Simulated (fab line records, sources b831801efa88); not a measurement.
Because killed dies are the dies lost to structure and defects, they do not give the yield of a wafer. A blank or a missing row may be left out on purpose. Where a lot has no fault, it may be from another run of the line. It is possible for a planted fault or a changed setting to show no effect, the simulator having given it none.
One fault through the eyes of 2 desks -- flow sky130 -- only its own numbers are on each desk; what lay behind them is given at the end

## THE TOOL OWNER'S DESK: implanter-03
The tool's own readings at SKY_NWELL_IMPLANT_11, given as means over the sampled wafers that have a number, one for each lot that went through this tool. A lot is out of limits, marked OUT, if its mean lies more than 4 standard deviations from the usual mean; the brackets give that distance.
Columns: A = beam energy keV at SKY_NWELL_IMPLANT_11, usual 399.99; B = faraday current uA at SKY_NWELL_IMPLANT_11, usual 107.2
lot,first seen here,A,B
L440,day 5 17:28,400.00,107.8
L445,day 6 22:15,399.92,105.7
L448,day 7 04:01,399.97,107.1
L449,day 7 20:13,399.84,108.4
L455,day 9 02:33,400.03,107.7
L457,day 9 11:43,380.96 (-99 or more) OUT,105.0
L458,day 9 23:56,380.96 (-99 or more) OUT,105.5
This desk's verdict: out of limits on L457, L458, starting with L457 at day 9 11:43 (beam energy keV at SKY_NWELL_IMPLANT_11). L440, L445, L448, L449, L455 stayed within limits.

## THE METROLOGY DESK
What the gauges read, lot by lot, whatever tool the lot ran on: means of the sampled wafers that have a number. A lot is out of limits, marked OUT, if its mean lies more than 4 standard deviations from the usual mean; the brackets give that distance.
Columns: A = INCOMING_BOW at SKY_FIELD_ISO_BOW_MEAS_00, usual 0 um; B = NWELL_RS at SKY_NWELL_RS_MEAS_29, usual 624.7 ohm/sq; C = VT_ADJUST_PCH_OVL at SKY_VT_ADJUST_PCH_OVL_MEAS_07, usual 0.4 nm; D = cd nm at SKY_LDD_P_CD_MEAS_07, usual 380.6 nm
lot,first seen here,A,B,C,D
L437,day 1 10:02,2,625.8,0.4,380.9
L440,day 2 01:00,-1,626.5,0.2,384.7
L442,day 2 11:01,-6,623.5,0.9,381.7
L445,day 3 02:01,-1,623.1,-0.4,381.2
L447,day 3 12:01,-3,624.1,-0.7,377.6
L448,day 3 17:02,-1,625.3,0.6,380.8
L449,day 3 22:00,-0,623.9,-0.1,378.3
L455,day 5 04:01,-0,624.0,0.7,375.0
L456,day 5 09:00,5,623.9,1.3,382.8
L457,day 5 14:00,2,634.3 (+6.4) OUT,1.9,383.3
L458,day 5 19:04,2,631.4 (+4.5) OUT,-0.3,381.9
L459,day 6 00:00,-6,621.9,2.5,379.1
L460,day 6 05:04,-2,623.2,0.0,379.8
This desk's finding: out of limits on L457, L458; first on L457, day 10 10:23 (NWELL_RS at SKY_NWELL_RS_MEAS_29). L437, L440, L442, L445, L447, L448, L449, L455, L456, L459, L460 stayed within limits.

## BROUGHT TOGETHER
The tool owner's desk could have raised an alarm at day 9 11:43, on L457, L458.
L457, L458 would have let the metrology desk raise an alarm at day 10 10:23.
On implanter-03, each named lot ran SKY_NWELL_IMPLANT_11.

## WHAT THE SIMULATOR HAD PUT IN
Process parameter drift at SKY_NWELL_IMPLANT_11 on implanter-03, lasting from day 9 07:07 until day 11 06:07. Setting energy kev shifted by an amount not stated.
Shown lots that were struck: L457, L458.
Delay (hours) between the fault's onset and each desk's first out-of-limits reading: 5 at the tool owner's desk, 27 at the metrology desk.
